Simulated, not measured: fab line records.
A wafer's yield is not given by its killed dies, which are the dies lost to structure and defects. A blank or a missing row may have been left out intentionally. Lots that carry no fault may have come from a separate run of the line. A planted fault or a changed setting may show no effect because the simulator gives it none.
Which of the tools did it? / flow sfq_line / 45 wafers from 15 lots sampled at 4 of the route's 325 steps

WHAT EACH GAUGE READ, for each wafer
No reading from a measuring or inspecting step in the record can be judged against a usual standard deviation.

WHICH TOOL RAN EACH LOT (tool, then ch and the chambers of the sampled wafers, then the start)
lot=L199; SFQ_TRILAYER_R5_BARC_OPEN_METAL_ETCH_177=rie_metal-02 ch 0,1, day 75 16:52; SFQ_TRILAYER_I6_DEP_PECVD_165=pecvd-02 ch 0,1, day 77 14:33; SFQ_TRILAYER_M7_LITHO_EXPOSE_178=krf_scanner-02 ch 0, day 82 08:25; SFQ_TRILAYER_M7_STRIP_STRIP_181=rie_metal-04 ch 0,1, day 82 10:08
lot=L200; SFQ_TRILAYER_R5_BARC_OPEN_METAL_ETCH_177=rie_metal-03 ch 0,1, day 76 02:28; SFQ_TRILAYER_I6_DEP_PECVD_165=pecvd-01 ch 0,2, day 77 16:57; SFQ_TRILAYER_M7_LITHO_EXPOSE_178=krf_scanner-02 ch 0, day 82 12:01; SFQ_TRILAYER_M7_STRIP_STRIP_181=rie_metal-01 ch 0,1, day 82 13:44
lot=L201; SFQ_TRILAYER_R5_BARC_OPEN_METAL_ETCH_177=rie_metal-04 ch 1, day 76 03:40; SFQ_TRILAYER_I6_DEP_PECVD_165=pecvd-02 ch 0,1,2, day 77 19:32; SFQ_TRILAYER_M7_LITHO_EXPOSE_178=krf_scanner-02 ch 0, day 82 13:13; SFQ_TRILAYER_M7_STRIP_STRIP_181=rie_metal-04 ch 0,1, day 82 14:56
lot=L202; SFQ_TRILAYER_R5_BARC_OPEN_METAL_ETCH_177=rie_metal-03 ch 0, day 76 07:16; SFQ_TRILAYER_I6_DEP_PECVD_165=pecvd-03 ch 0,1, day 77 20:33; SFQ_TRILAYER_M7_LITHO_EXPOSE_178=krf_scanner-01 ch 0, day 82 17:46; SFQ_TRILAYER_M7_STRIP_STRIP_181=rie_metal-01 ch 0,1, day 82 19:17
lot=L204; SFQ_TRILAYER_R5_BARC_OPEN_METAL_ETCH_177=rie_metal-04 ch 0,1, day 77 00:00; SFQ_TRILAYER_I6_DEP_PECVD_165=pecvd-03 ch 0,1, day 78 03:45; SFQ_TRILAYER_M7_LITHO_EXPOSE_178=krf_scanner-01 ch 0, day 83 05:34; SFQ_TRILAYER_M7_STRIP_STRIP_181=rie_metal-04 ch 0,1, day 83 07:17
lot=L205; SFQ_TRILAYER_R5_BARC_OPEN_METAL_ETCH_177=rie_metal-02 ch 0,1, day 77 02:24; SFQ_TRILAYER_I6_DEP_PECVD_165=pecvd-01 ch 1,2, day 78 06:09; SFQ_TRILAYER_M7_LITHO_EXPOSE_178=krf_scanner-01 ch 0, day 83 13:58; SFQ_TRILAYER_M7_STRIP_STRIP_181=rie_metal-02 ch 0,1, day 83 15:41
lot=L210; SFQ_TRILAYER_R5_BARC_OPEN_METAL_ETCH_177=rie_metal-04 ch 0,1, day 79 17:34; SFQ_TRILAYER_I6_DEP_PECVD_165=pecvd-01 ch 0,1, day 80 06:22; SFQ_TRILAYER_M7_LITHO_EXPOSE_178=krf_scanner-02, day 84 21:41; SFQ_TRILAYER_M7_STRIP_STRIP_181=rie_metal-04 ch 0,1, day 84 23:13
lot=L211; SFQ_TRILAYER_R5_BARC_OPEN_METAL_ETCH_177=rie_metal-03 ch 0,1, day 79 18:45; SFQ_TRILAYER_I6_DEP_PECVD_165=pecvd-02 ch 0,1,2, day 80 08:46; SFQ_TRILAYER_M7_LITHO_EXPOSE_178=krf_scanner-02, day 85 00:53; SFQ_TRILAYER_M7_STRIP_STRIP_181=rie_metal-02 ch 0,1, day 85 02:37
lot=L212; SFQ_TRILAYER_R5_BARC_OPEN_METAL_ETCH_177=rie_metal-04 ch 0,1, day 79 21:10; SFQ_TRILAYER_I6_DEP_PECVD_165=pecvd-03 ch 0,1,2, day 80 11:01; SFQ_TRILAYER_M7_LITHO_EXPOSE_178=krf_scanner-02, day 85 04:53; SFQ_TRILAYER_M7_STRIP_STRIP_181=rie_metal-01 ch 0,1, day 85 06:25
lot=L215; SFQ_TRILAYER_R5_BARC_OPEN_METAL_ETCH_177=rie_metal-04 ch 0,1, day 81 05:34; SFQ_TRILAYER_I6_DEP_PECVD_165=pecvd-03 ch 0,1,2, day 82 04:55; SFQ_TRILAYER_M7_LITHO_EXPOSE_178=krf_scanner-02 ch 0, day 87 02:29; SFQ_TRILAYER_M7_STRIP_STRIP_181=rie_metal-02 ch 0,1, day 87 04:01
lot=L217; SFQ_TRILAYER_R5_BARC_OPEN_METAL_ETCH_177=rie_metal-03 ch 0,1, day 81 07:57; SFQ_TRILAYER_I6_DEP_PECVD_165=pecvd-03 ch 0,2, day 82 21:40; SFQ_TRILAYER_M7_LITHO_EXPOSE_178=krf_scanner-02 ch 0, day 87 10:02; SFQ_TRILAYER_M7_STRIP_STRIP_181=rie_metal-04 ch 0,1, day 87 11:46
lot=L218; SFQ_TRILAYER_R5_BARC_OPEN_METAL_ETCH_177=rie_metal-02 ch 0,1, day 81 12:45; SFQ_TRILAYER_I6_DEP_PECVD_165=pecvd-01 ch 0,1,2, day 83 00:05; SFQ_TRILAYER_M7_LITHO_EXPOSE_178=krf_scanner-02 ch 0, day 87 11:26; SFQ_TRILAYER_M7_STRIP_STRIP_181=rie_metal-01 ch 0,1, day 87 12:58
lot=L219; SFQ_TRILAYER_R5_BARC_OPEN_METAL_ETCH_177=rie_metal-03 ch 0,1, day 81 13:58; SFQ_TRILAYER_I6_DEP_PECVD_165=pecvd-02 ch 1,2, day 84 21:26; SFQ_TRILAYER_M7_LITHO_EXPOSE_178=krf_scanner-01 ch 0, day 89 07:05; SFQ_TRILAYER_M7_STRIP_STRIP_181=rie_metal-02 ch 0, day 89 08:59
lot=L220; SFQ_TRILAYER_R5_BARC_OPEN_METAL_ETCH_177=rie_metal-02 ch 0,1, day 81 15:09; SFQ_TRILAYER_I6_DEP_PECVD_165=pecvd-01 ch 0,2, day 86 07:32; SFQ_TRILAYER_M7_LITHO_EXPOSE_178=krf_scanner-01 ch 0, day 90 09:19; SFQ_TRILAYER_M7_STRIP_STRIP_181=rie_metal-04 ch 0,1, day 90 10:50
lot=L222; SFQ_TRILAYER_R5_BARC_OPEN_METAL_ETCH_177=rie_metal-03 ch 0,1, day 81 18:45; SFQ_TRILAYER_I6_DEP_PECVD_165=pecvd-02 ch 0,1, day 86 11:02; SFQ_TRILAYER_M7_LITHO_EXPOSE_178=krf_scanner-02 ch 0, day 90 12:50; SFQ_TRILAYER_M7_STRIP_STRIP_181=rie_metal-04 ch 0,1, day 90 14:34
- SFQ_TRILAYER_R5_BARC_OPEN_METAL_ETCH_177: etches BARC in O2, target depth 125 nm, time 41.7 s.
- SFQ_TRILAYER_I6_DEP_PECVD_165: deposits SiO2 from SiH4/N2O, time 111.11 s, target thk 500 nm.
- SFQ_TRILAYER_M7_LITHO_EXPOSE_178: exposes mask M7, target cd 500 nm.
- SFQ_TRILAYER_M7_STRIP_STRIP_181: strips in O2.

WHAT THE TOOLS THEMSELVES READ (means of the sampled wafers that have a number; where no wafer has one, the mark that the record gives instead)
SFQ_TRILAYER_R5_BARC_OPEN_METAL_ETCH_177. Usual: drypump_motor_current_A 5.7 A, standard deviation 0.53; oes_product_au 0.685 a.u., standard deviation 0.0044.
lot=L199; tool=rie_metal-02; drypump_motor_current_A (A)=6.2; oes_product_au (a.u.)=0.689; flag=
lot=L200; tool=rie_metal-03; drypump_motor_current_A (A)=5.1; oes_product_au (a.u.)=0.691; flag=
lot=L201; tool=rie_metal-04; drypump_motor_current_A (A)=6.2; oes_product_au (a.u.)=0.688; flag=
lot=L202; tool=rie_metal-03; drypump_motor_current_A (A)=5.6; oes_product_au (a.u.)=0.687; flag=
lot=L204; tool=rie_metal-04; drypump_motor_current_A (A)=6.0; oes_product_au (a.u.)=0.685; flag=
lot=L205; tool=rie_metal-02; drypump_motor_current_A (A)=6.2; oes_product_au (a.u.)=0.689; flag=
lot=L210; tool=rie_metal-04; drypump_motor_current_A (A)=5.8; oes_product_au (a.u.)=0.682; flag=
lot=L211; tool=rie_metal-03; drypump_motor_current_A (A)=5.3; oes_product_au (a.u.)=0.685; flag=
lot=L212; tool=rie_metal-04; drypump_motor_current_A (A)=6.0; oes_product_au (a.u.)=0.684; flag=
lot=L215; tool=rie_metal-04; drypump_motor_current_A (A)=6.0; oes_product_au (a.u.)=0.682; flag=
lot=L217; tool=rie_metal-03; drypump_motor_current_A (A)=5.3; oes_product_au (a.u.)=0.684; flag=
lot=L218; tool=rie_metal-02; drypump_motor_current_A (A)=6.2; oes_product_au (a.u.)=0.687; flag=
lot=L219; tool=rie_metal-03; drypump_motor_current_A (A)=5.3; oes_product_au (a.u.)=0.683; flag=
lot=L220; tool=rie_metal-02; drypump_motor_current_A (A)=6.2; oes_product_au (a.u.)=0.686; flag=
lot=L222; tool=rie_metal-03; drypump_motor_current_A (A)=5.3; oes_product_au (a.u.)=0.685; flag=

SFQ_TRILAYER_I6_DEP_PECVD_165. Usual: heater_power_w 74 W, standard deviation 10; susceptor_temp_C 150.01 C, standard deviation 0.14; throttle_valve_pct 25.4 %, standard deviation 2.
lot=L199; tool=pecvd-02; heater_power_w (W)=83; susceptor_temp_C (C)=150.11; throttle_valve_pct (%)=24.5; flag=
lot=L200; tool=pecvd-01; heater_power_w (W)=62; susceptor_temp_C (C)=149.92; throttle_valve_pct (%)=27.8; flag=
lot=L201; tool=pecvd-02; heater_power_w (W)=76; susceptor_temp_C (C)=149.90; throttle_valve_pct (%)=24.0; flag=
lot=L202; tool=pecvd-03; heater_power_w (W)=75; susceptor_temp_C (C)=149.92; throttle_valve_pct (%)=23.5; flag=
lot=L204; tool=pecvd-03; heater_power_w (W)=77; susceptor_temp_C (C)=150.16; throttle_valve_pct (%)=23.6; flag=
lot=L205; tool=pecvd-01; heater_power_w (W)=67; susceptor_temp_C (C)=150.04; throttle_valve_pct (%)=26.9; flag=
lot=L210; tool=pecvd-01; heater_power_w (W)=73; susceptor_temp_C (C)=149.88; throttle_valve_pct (%)=26.2; flag=
lot=L211; tool=pecvd-02; heater_power_w (W)=81; susceptor_temp_C (C)=150.05; throttle_valve_pct (%)=24.2; flag=
lot=L212; tool=pecvd-03; heater_power_w (W)=62; susceptor_temp_C (C)=149.95; throttle_valve_pct (%)=25.6; flag=
lot=L215; tool=pecvd-03; heater_power_w (W)=69; susceptor_temp_C (C)=149.98; throttle_valve_pct (%)=25.7; flag=
lot=L217; tool=pecvd-03; heater_power_w (W)=67; susceptor_temp_C (C)=150.08; throttle_valve_pct (%)=27.0; flag=
lot=L218; tool=pecvd-01; heater_power_w (W)=66; susceptor_temp_C (C)=149.94; throttle_valve_pct (%)=27.0; flag=
lot=L219; tool=pecvd-02; heater_power_w (W)=74; susceptor_temp_C (C)=149.93; throttle_valve_pct (%)=24.8; flag=
lot=L220; tool=pecvd-01; heater_power_w (W)=63; susceptor_temp_C (C)=150.08; throttle_valve_pct (%)=28.0; flag=
lot=L222; tool=pecvd-02; heater_power_w (W)=83; susceptor_temp_C (C)=150.03; throttle_valve_pct (%)=24.8; flag=

SFQ_TRILAYER_M7_LITHO_EXPOSE_178. Usual: exposure_dose_mJ_cm2 14.402, standard deviation 0.015; focus_offset_nm 0.0 nm, standard deviation 0.5.
lot=L199; tool=krf_scanner-02; exposure_dose_mJ_cm2=14.396; focus_offset_nm (nm)=0.1; flag=
lot=L200; tool=krf_scanner-02; exposure_dose_mJ_cm2=14.402; focus_offset_nm (nm)=0.2; flag=
lot=L201; tool=krf_scanner-02; exposure_dose_mJ_cm2=14.413; focus_offset_nm (nm)=-0.6; flag=
lot=L202; tool=krf_scanner-01; exposure_dose_mJ_cm2=14.416; focus_offset_nm (nm)=-0.5; flag=
lot=L204; tool=krf_scanner-01; exposure_dose_mJ_cm2=14.418; focus_offset_nm (nm)=-0.4; flag=
lot=L205; tool=krf_scanner-01; exposure_dose_mJ_cm2=14.385; focus_offset_nm (nm)=0.0; flag=
lot=L210; tool=krf_scanner-02; exposure_dose_mJ_cm2=-; focus_offset_nm (nm)=-; flag=OFF
lot=L211; tool=krf_scanner-02; exposure_dose_mJ_cm2=-; focus_offset_nm (nm)=-; flag=OFF
lot=L212; tool=krf_scanner-02; exposure_dose_mJ_cm2=-; focus_offset_nm (nm)=-; flag=OFF
lot=L215; tool=krf_scanner-02; exposure_dose_mJ_cm2=14.401; focus_offset_nm (nm)=0.5; flag=
lot=L217; tool=krf_scanner-02; exposure_dose_mJ_cm2=14.398; focus_offset_nm (nm)=0.2; flag=
lot=L218; tool=krf_scanner-02; exposure_dose_mJ_cm2=14.399; focus_offset_nm (nm)=0.1; flag=
lot=L219; tool=krf_scanner-01; exposure_dose_mJ_cm2=14.413; focus_offset_nm (nm)=0.3; flag=
lot=L220; tool=krf_scanner-01; exposure_dose_mJ_cm2=14.384; focus_offset_nm (nm)=0.1; flag=
lot=L222; tool=krf_scanner-02; exposure_dose_mJ_cm2=14.403; focus_offset_nm (nm)=-0.1; flag=

SFQ_TRILAYER_M7_STRIP_STRIP_181. Usual: drypump_motor_current_A 5.9 A, standard deviation 0.33; oes_product_au 1.002 a.u., standard deviation 0.0069.
lot=L199; tool=rie_metal-04; drypump_motor_current_A (A)=5.8; oes_product_au (a.u.)=1.005; flag=
lot=L200; tool=rie_metal-01; drypump_motor_current_A (A)=5.6; oes_product_au (a.u.)=1.007; flag=
lot=L201; tool=rie_metal-04; drypump_motor_current_A (A)=6.0; oes_product_au (a.u.)=1.012; flag=
lot=L202; tool=rie_metal-01; drypump_motor_current_A (A)=5.6; oes_product_au (a.u.)=0.996; flag=
lot=L204; tool=rie_metal-04; drypump_motor_current_A (A)=5.7; oes_product_au (a.u.)=1.009; flag=
lot=L205; tool=rie_metal-02; drypump_motor_current_A (A)=6.2; oes_product_au (a.u.)=1.006; flag=
lot=L210; tool=rie_metal-04; drypump_motor_current_A (A)=5.8; oes_product_au (a.u.)=1.001; flag=
lot=L211; tool=rie_metal-02; drypump_motor_current_A (A)=6.2; oes_product_au (a.u.)=1.005; flag=
lot=L212; tool=rie_metal-01; drypump_motor_current_A (A)=5.7; oes_product_au (a.u.)=1.007; flag=
lot=L215; tool=rie_metal-02; drypump_motor_current_A (A)=6.2; oes_product_au (a.u.)=0.996; flag=
lot=L217; tool=rie_metal-04; drypump_motor_current_A (A)=5.8; oes_product_au (a.u.)=1.004; flag=
lot=L218; tool=rie_metal-01; drypump_motor_current_A (A)=5.7; oes_product_au (a.u.)=1.001; flag=
lot=L219; tool=rie_metal-02; drypump_motor_current_A (A)=6.0; oes_product_au (a.u.)=0.997; flag=
lot=L220; tool=rie_metal-04; drypump_motor_current_A (A)=6.0; oes_product_au (a.u.)=0.997; flag=
lot=L222; tool=rie_metal-04; drypump_motor_current_A (A)=6.0; oes_product_au (a.u.)=1.004; flag=

THE ANSWER, worked out from the rows above alone
Rule: a lot counts as off when the mean over its wafers that have a number is more than 3 standard deviations away from the usual mean. A lot without any number at a reading at which 4 lots or more have one is off too. Any other lot the step has rows for is counted as sound. Order of review: gauges by route order, followed by the tools' own readings, for which a lot's mean as printed above is used. The first step at which some lot is off is used, and at that step the reading that is off furthest; a lot without a number counts as furthest.
Off at SFQ_TRILAYER_M7_LITHO_EXPOSE_178 (exposure_dose_mJ_cm2): L210, L211, L212. Without a number there: L210, L211, L212.
If a tool, at that step or one of the process steps before it, ran each lot that is off and ran no sound lot following the first of them, it fits. No candidate that was tried fits.

WHAT THE SIMULATOR HAD INSERTED
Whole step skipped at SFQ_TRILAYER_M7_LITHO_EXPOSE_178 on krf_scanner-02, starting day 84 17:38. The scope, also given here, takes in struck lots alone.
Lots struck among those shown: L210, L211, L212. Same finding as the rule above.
